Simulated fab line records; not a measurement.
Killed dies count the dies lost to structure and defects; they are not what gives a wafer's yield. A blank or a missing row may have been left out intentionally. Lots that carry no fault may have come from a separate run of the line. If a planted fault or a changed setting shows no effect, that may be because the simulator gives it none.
fab line records	flow sky130
record: lots: 11	wafers: 33	last_day: 51
route steps=708 shown CONTACT@431 METAL1@435 VIA1@458 PAD_OPEN@708
lots untouched by any fault: they come from a run of this same line in which no faults occurred
start_h: hours from the record's opening day to when the first of the lot's shown wafers began	wait_h: hours from the lot's prior step to this one	" same as the row above	L1.1+2: a row that stands for several wafers	- value missing, or start not given	* or withheld: withheld	< > ~ a bound
route shown NAME@n: names a module that has steps shown in the file, with the first one's number in the route	usual: the fault-free wafers' mean and standard deviation	same: alike in all rows	chamber/n: place in a boat	sites: readings site by site	_std_site: standard deviation of those values	_edge_site: outer sites' mean less inner sites'	radius_mm: for every site, how far away it sits from the centre of the wafer	mask NAME#n: copy n	behind: the tool/chamber that last shaped the wafer	hold: reason for holding the lot/hours on hold/outcome of the hold	device: the n, p or np transistor that did not switch	end of line: tests of these same wafers at the route's end	for a step that has no rows: nothing shown but its recipe	killed: at the first sort, the dies lost to defects and structure; wafer yield is something else	map: a wafer's dies, x killed, . not, _ none there
set.NAME: the run value of the setting; set.NAME@STEP: its run value at that earlier step	model.NAME: the simulator's own value behind a step, which no gauge read
a sample of lots followed through the steps of the route, with each step as a table and each wafer as a row
services: a tool's chamber out of use, with start hour (start_h, from the record's first day; less than 0 if before it), hours out, and reason
== steps ==
step: SKY_CONTACT_RS_MEAS_25
recipe: thk_meas_gauge: four-point-probe	reads: W_of_CONTACT_CVD_24+TiN_of_CONTACT_SPUTTER_23
usual: CONTACT_W_RS: 0.337/0.0041
lot.wafer	tool	chamber	start_h	wait_h	CONTACT_W_RS[ohm/sq]
L257.1	film_metro-02	-	771.55	0.1	0.340
L257.3	"	-	"	"	0.330
L257.6	"	-	"	"	0.342
L260.1	film_metro-01	-	791.86	0.1	0.329
L260.4	"	-	"	"	0.331
L260.6	"	-	"	"	0.332
L261.1	film_metro-01	-	802.05	0.1	0.343
L261.5	"	-	"	"	0.336
L261.6	"	-	"	"	0.345
L262.4	film_metro-01	-	807.66	0.1	0.344
L262.5	"	-	"	"	0.339
L262.6	"	-	"	"	0.343
L263.2	film_metro-01	-	816.02	0.1	0.335
L263.3	"	-	"	"	0.331
L263.4	"	-	"	"	0.335
L270.3	film_metro-02	-	877.00	0.1	0.333
L270.5	"	-	"	"	0.338
L270.6	"	-	"	"	0.330
L271.2	film_metro-04	-	891.36	0.1	0.333
L271.3	"	-	"	"	0.334
L271.4	"	-	"	"	0.335
L273.2	film_metro-01	-	899.53	0.1	0.342
L273.5	"	-	"	"	0.346
L273.6	"	-	"	"	0.339
L277.1	film_metro-02	-	919.66	0.1	0.336
L277.3	"	-	"	"	0.335
L277.6	"	-	"	"	0.334
L278.4	film_metro-04	-	926.48	0.1	0.337
L278.5	"	-	"	"	0.334
L278.6	"	-	"	"	0.337
L279.1	film_metro-02	-	928.70	0.1	0.338
L279.2	"	-	"	"	0.342
L279.5	"	-	"	"	0.335
step: SKY_METAL1_SPUTTER_01
recipe: material: TiN	target_thk_nm: 20	power_w: 6500	time_s: 16.7	chamber_pressure_pa: 0.4
usual: throttle_valve_pct: 29.8/1.2
lot.wafer	tool	chamber	start_h	wait_h	throttle_valve_pct
L257.1	pvd_sputter-04	-	772.05	0.0	28.7
L257.3	"	-	"	"	29.8
L257.6	"	-	"	"	28.4
L260.1	pvd_sputter-03	-	792.37	0.0	29.9
L260.4	"	-	"	"	28.1
L260.6	"	-	"	"	27.9
L261.1	pvd_sputter-04	-	802.55	0.0	30.7
L261.5	"	-	"	"	29.4
L261.6	"	-	"	"	30.0
L262.4	pvd_sputter-01	-	808.10	0.0	31.2
L262.5	"	-	"	"	31.1
L262.6	"	-	"	"	31.8
L263.2	pvd_sputter-03	-	816.51	0.0	28.3
L263.3	"	-	"	"	30.0
L263.4	"	-	"	"	27.9
L270.3	pvd_sputter-04	-	877.46	0.0	30.0
L270.5	"	-	"	"	29.7
L270.6	"	-	"	"	28.8
L271.2	pvd_sputter-04	-	891.85	0.0	29.9
L271.3	"	-	"	"	29.6
L271.4	"	-	"	"	30.5
L273.2	pvd_sputter-03	-	900.01	0.0	28.2
L273.5	"	-	"	"	27.9
L273.6	"	-	"	"	28.0
L277.1	pvd_sputter-01	-	920.16	0.0	31.1
L277.3	"	-	"	"	31.1
L277.6	"	-	"	"	31.3
L278.4	pvd_sputter-04	-	926.93	0.0	28.7
L278.5	"	-	"	"	28.9
L278.6	"	-	"	"	29.6
L279.1	pvd_sputter-03	-	929.20	0.0	28.1
L279.2	"	-	"	"	27.9
L279.5	"	-	"	"	28.1
step: SKY_METAL1_METAL_ETCH_19
recipe: target_depth_a: 3600	stop_on: SiO2	over_etch_frac: 0.3	time_s: 78	chemistry: Cl2/BCl3	resist_sidewall_deg: 88	pressure_mtorr: 10	icp_w: 900	bias_w: 48.5	Cl2_flow_sccm: 60	bcl3_flow_sccm: 30
usual: drypump_motor_current_A: 5.6/0.47	oes_product_au: 0.854/0.0059	throttle_valve_pct: 22.266/0.0084
lot.wafer	tool	chamber	start_h	wait_h	drypump_motor_current_A	oes_product_au	rf_hours_counter_h	throttle_valve_pct
L257.1	rie_metal-02	0	800.55	0.0	6.1	0.861	14	22.278
L257.3	"	0	"	"	6.1	0.848	-	22.257
L257.6	"	1	"	"	5.6	0.843	-	22.268
L260.1	rie_metal-01	1	820.13	0.0	5.3	0.863	9	22.281
L260.4	"	1	"	"	5.3	0.861	-	22.264
L260.6	"	1	"	"	5.3	0.857	-	22.265
L261.1	rie_metal-03	1	829.93	0.0	4.7	0.855	12	22.267
L261.5	"	1	"	"	4.7	0.860	-	22.266
L261.6	"	0	"	"	5.8	0.855	-	22.272
L262.4	rie_metal-01	1	835.73	0.1	5.3	0.857	-	22.275
L262.5	"	1	"	"	5.3	0.844	-	22.270
L262.6	"	0	"	"	6.2	0.854	-	22.261
L263.2	rie_metal-01	0	843.45	0.0	6.1	0.851	17	22.284
L263.3	"	0	"	"	6.1	0.853	-	22.266
L263.4	"	1	"	"	5.4	0.854	-	22.258
L270.3	rie_metal-01	1	903.73	0.1	5.4	0.858	-	22.269
L270.5	"	0	"	"	6.2	0.863	-	22.260
L270.6	"	1	"	"	5.3	0.853	-	22.271
L271.2	rie_metal-03	0	917.90	0.0	5.9	0.845	17	22.267
L271.3	"	1	"	"	4.7	0.846	-	22.265
L271.4	"	0	"	"	5.8	0.854	-	22.260
L273.2	rie_metal-01	0	926.16	0.0	6.1	0.835	0	22.271
L273.5	"	0	"	"	6.2	0.848	-	22.266
L273.6	"	1	"	"	5.3	0.859	-	22.282
L277.1	rie_metal-03	1	945.70	0.0	4.7	0.853	16	22.251
L277.3	"	0	"	"	5.9	0.857	-	22.265
L277.6	"	0	"	"	5.8	0.852	-	22.273
L278.4	rie_metal-02	1	952.26	0.1	5.6	0.855	-	22.261
L278.5	"	0	"	"	6.1	0.855	-	22.269
L278.6	"	1	"	"	5.6	0.860	-	22.273
L279.1	rie_metal-03	1	954.65	0.0	4.7	0.851	17	22.273
L279.2	"	0	"	"	5.8	0.858	19	22.269
L279.5	"	0	"	"	5.8	0.854	-	22.254
step: SKY_VIA1_HDPCVD_00
recipe: material: SiO2	target_thk_nm: 1030	sigma_open_frac: 0.3	time_s: 171.7	temp_c: 400	sih4_flow_sccm: 60	pressure_mtorr: 6
usual: pressure_mtorr: 5.999/0.013	run_length_s: 199.8/0.52
lot.wafer	tool	chamber	start_h	wait_h	pressure_mtorr	run_length_s
L257.1	hdpcvd-02	1	801.27	0.0	6.000	199.6
L257.3	"	0	"	"	6.014	200.1
L257.6	"	1	"	"	6.006	199.2
L260.1	hdpcvd-01	1	820.82	0.0	5.989	199.3
L260.4	"	1	"	"	5.971	199.4
L260.6	"	2	"	"	6.005	199.5
L261.1	hdpcvd-01	1	830.70	0.0	5.981	190.3
L261.5	"	1	"	"	5.985	199.4
L261.6	"	2	"	"	6.011	200.0
L262.4	hdpcvd-01	1	836.44	0.1	5.981	190.4
L262.5	"	0	"	"	5.993	200.2
L262.6	"	2	"	"	5.978	199.2
L263.2	hdpcvd-01	2	844.16	0.0	5.999	199.0
L263.3	"	0	"	"	6.014	200.0
L263.4	"	2	"	"	6.015	189.6
L270.3	hdpcvd-02	0	904.39	0.0	5.996	200.3
L270.5	"	2	"	"	5.999	199.8
L270.6	"	0	"	"	6.019	200.0
L271.2	hdpcvd-01	2	918.61	0.0	6.022	199.4
L271.3	"	0	"	"	6.017	200.8
L271.4	"	1	"	"	6.016	199.3
L273.2	hdpcvd-01	1	926.85	0.0	6.003	199.6
L273.5	"	1	"	"	5.995	199.3
L273.6	"	0	"	"	5.987	200.8
L277.1	hdpcvd-01	1	946.38	0.0	5.999	199.5
L277.3	"	2	"	"	5.999	199.3
L277.6	"	0	"	"	6.004	200.8
L278.4	hdpcvd-02	0	952.97	0.1	6.014	200.7
L278.5	"	1	"	"	6.010	199.1
L278.6	"	2	"	"	6.014	199.8
L279.1	hdpcvd-02	2	955.33	0.0	5.990	199.9
L279.2	"	0	"	"	6.006	200.3
L279.5	"	2	"	"	5.978	199.8
step: SKY_VIA1_THK_MEAS_01
recipe: reads: SiO2_of_VIA1_HDPCVD_00
usual: VIA1_HDPCVD_THK: 1034/12
lot.wafer	tool	chamber	start_h	wait_h	VIA1_HDPCVD_THK[nm]
L257.1	film_metro-01	-	801.38	0.1	1040
L257.3	"	-	"	"	1052
L257.6	"	-	"	"	1036
L260.1	film_metro-03	-	820.93	0.1	1048
L260.4	"	-	"	"	1045
L260.6	"	-	"	"	1038
L261.1	film_metro-02	-	830.81	0.1	967
L261.5	"	-	"	"	1031
L261.6	"	-	"	"	1025
L262.4	film_metro-01	-	836.52	0.0	980
L262.5	"	-	"	"	1045
L262.6	"	-	"	"	1045
L263.2	film_metro-03	-	844.28	0.1	1043
L263.3	"	-	"	"	1046
L263.4	"	-	"	"	985
L270.3	film_metro-03	-	904.52	0.1	1056
L270.5	"	-	"	"	1036
L270.6	"	-	"	"	1050
L271.2	film_metro-01	-	918.74	0.1	1041
L271.3	"	-	"	"	1030
L271.4	"	-	"	"	1049
L273.2	film_metro-02	-	926.97	0.1	1050
L273.5	"	-	"	"	1034
L273.6	"	-	"	"	1032
L277.1	film_metro-01	-	946.50	0.1	1023
L277.3	"	-	"	"	1031
L277.6	"	-	"	"	1028
L278.4	film_metro-03	-	953.06	0.0	1039
L278.5	"	-	"	"	1024
L278.6	"	-	"	"	1031
L279.1	film_metro-01	-	955.45	0.1	1037
L279.2	"	-	"	"	1045
L279.5	"	-	"	"	1033
step: SKY_PAD_OPEN_PROBE_99
usual: defect_limited_yield: 82.6/1.7	killed_at_M0_to_M3: 43/7	killed_at_M4_up: 3.1/1.5	killed_at_contacts: 23/4.9	killed_at_front_end: 16/3.9	killed_at_other: 0.3/0.52	killed_dies: 86/8.2	killed_open: 47/6.1	killed_short: 38/5.8	sort_bin_3_pad_short: 0.8/0.41	sort_bin_5_function: 10.2/1.3	sort_bin_6_memory: 6.4/1.1	sort_n_pass: 406/8.2	sort_yield_pct: 82.6/1.7
same: gross_dies: 492	killed_at_back_side: 0	sort_bin_4_leakage[%]: 0	sort_bin_8_speed[%]: 0
lot.wafer	tool	chamber	start_h	wait_h	defect_limited_yield[%]	killed_at_M0_to_M3	killed_at_M4_up	killed_at_contacts	killed_at_front_end	killed_at_other	killed_dies	killed_open	killed_short	sort_bin_3_pad_short[%]	sort_bin_5_function[%]	sort_bin_6_memory[%]	sort_n_pass	sort_yield_pct[%]
L262.4	prober-01	-	1140.16	0.2	83.5	44	3	21	13	0	81	42	39	1.0	10.2	5.3	411	83.5
L262.5	prober-01	-	1140.21	0.2	81.5	50	2	21	18	0	91	52	39	1.0	11.8	5.7	401	81.5
L262.6	prober-01	-	1140.26	0.2	80.9	57	5	20	12	0	94	57	37	0.6	11.6	6.9	398	80.9
L273.2	prober-01	-	1206.45	0.1	84.3	42	2	18	13	2	77	39	38	0.4	10.4	4.9	415	84.3
L273.5	prober-01	-	1206.60	0.2	83.7	44	2	18	16	0	80	42	38	0.8	9.8	5.7	412	83.7
L273.6	prober-01	-	1206.65	0.2	84.3	43	4	20	9	1	77	42	35	0.6	9.6	5.5	415	84.3
L277.1	prober-01	-	1219.55	0.1	78.9	58	3	30	11	2	104	59	44	1.8	12.2	7.1	388	78.9
L277.3	prober-01	-	1219.65	0.2	82.9	47	5	20	12	0	84	50	34	0.4	8.7	7.9	408	82.9
L277.6	prober-01	-	1219.80	0.2	81.1	47	3	29	14	0	93	50	43	1.0	11.6	6.3	399	81.1
killed by level:class
L262.4 VIA1:geometric_particle:open=13 LI_CONTACT:geometric_particle:open=7 METAL1:geometric_particle:short=7 FIELD_ISO:geometric_particle:open=5 CONTACT:geometric_particle:short=5 METAL2:geometric_particle:short=5 VIA1:geometric_particle:short=5 POLY_GATE:geometric_particle:short=4
L262.5 VIA1:geometric_particle:open=12 VIA3:geometric_particle:open=10 LI_CONTACT:geometric_particle:open=8 POLY_GATE:geometric_particle:short=7 METAL1:geometric_particle:short=7 CONTACT:geometric_particle:open=5 VIA1:geometric_particle:short=5 FIELD_ISO:geometric_particle:open=3
L262.6 VIA1:geometric_particle:open=13 VIA3:geometric_particle:open=10 METAL1:geometric_particle:short=10 CONTACT:geometric_particle:open=8 LI_CONTACT:geometric_particle:open=6 VIA1:geometric_particle:short=6 VIA2:geometric_particle:open=5 METAL2:geometric_particle:short=5
L273.2 VIA1:geometric_particle:open=12 CONTACT:geometric_particle:open=8 METAL1:geometric_particle:short=7 VIA3:geometric_particle:short=5 POLY_GATE:geometric_particle:short=4 LI_CONTACT:geometric_particle:short=4 VIA1:geometric_particle:short=4 VIA3:geometric_particle:open=4
L273.5 LI_CONTACT:geometric_particle:open=8 METAL1:geometric_particle:short=8 VIA2:geometric_particle:open=7 VIA3:geometric_particle:open=7 CONTACT:geometric_particle:open=6 METAL3:geometric_particle:short=6 POLY_GATE:geometric_particle:open=5 VIA1:geometric_particle:open=5
L273.6 CONTACT:geometric_particle:open=8 VIA2:geometric_particle:open=8 VIA3:geometric_particle:open=8 METAL2:geometric_particle:short=6 LI_CONTACT:geometric_particle:open=5 VIA3:geometric_particle:short=5 CONTACT:geometric_particle:short=4 METAL1:geometric_particle:short=4
L277.1 VIA2:geometric_particle:open=12 CONTACT:geometric_particle:open=11 VIA1:geometric_particle:open=10 METAL2:geometric_particle:short=9 LI_CONTACT:geometric_particle:open=7 VIA3:geometric_particle:open=7 VIA1:geometric_particle:short=6 LOCAL_INTERCONNECT:geometric_particle:short=4
L277.3 VIA2:geometric_particle:open=12 VIA1:geometric_particle:open=10 LI_CONTACT:geometric_particle:open=8 CONTACT:geometric_particle:open=6 METAL1:geometric_particle:short=5 FIELD_ISO:geometric_particle:open=4 VIA1:geometric_particle:short=4 FIELD_ISO:geometric_particle:short=3
L277.6 CONTACT:geometric_particle:open=13 METAL1:geometric_particle:short=11 LI_CONTACT:geometric_particle:open=9 VIA2:geometric_particle:open=8 POLY_GATE:geometric_particle:open=6 VIA3:geometric_particle:open=5 POLY_GATE:geometric_particle:short=4 VIA1:geometric_particle:short=4
== services ==
tool	chamber	start_h	hours	kind
pvd_sputter-01	-	752.03	0.8	repair
pvd_sputter-01	-	754.70	7.4	repair
rie_metal-03	0	756.70	1.1	repair
rie_metal-03	1	760.46	7.8	repair
hdpcvd-01	0	801.55	14.0	repair
pvd_sputter-04	-	823.17	5.8	repair
hdpcvd-01	-	851.50	28.1	pm
rie_metal-01	0	856.64	13.8	repair
pvd_sputter-03	-	868.93	1.1	repair
rie_metal-01	0	874.16	21.6	repair
rie_metal-02	0	884.12	-	clean
rie_metal-02	0	884.12	17.8	scheduled_down
rie_metal-02	0	884.12	17.8	vent_cycle
hdpcvd-01	1	886.33	4.1	repair
hdpcvd-02	0	888.48	14.6	repair
rie_metal-01	-	905.16	0.8	repair
rie_metal-01	0	908.80	-	clean
rie_metal-01	0	908.80	13.2	scheduled_down
rie_metal-01	0	908.80	13.2	vent_cycle
rie_metal-02	0	925.63	8.6	repair
hdpcvd-01	-	950.25	15.0	pm
hdpcvd-01	0	950.25	15.0	vent_cycle
hdpcvd-01	1	950.25	15.0	vent_cycle
hdpcvd-01	2	950.25	15.0	vent_cycle
== key ==
first_sign: step: SKY_VIA1_HDPCVD_00	reading: run_length_s	direction: down	sigmas: 19	usual: *	struck: *
effect: step: SKY_VIA1_THK_MEAS_01	reading: VIA1_HDPCVD_THK	direction: down	sigmas: 5	usual: 1034	struck: 977
met_at SKY_VIA1_HDPCVD_00
struck_lots L261,L262,L263
struck_wafers L261.1,L262.4,L263.4
not_acting_at SKY_CONTACT_RS_MEAS_25,SKY_METAL1_SPUTTER_01,SKY_METAL1_METAL_ETCH_19
onset_between 820.82 830.70
fault: kind: process_parameter_drift	tool: hdpcvd-01	chamber: -	onset_h: 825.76	steps: SKY_VIA1_HDPCVD_00	channel: time_s	offset: *	shape: step	end_h: 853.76	scope: struck_wafers_only	acts_in: *	stated: *
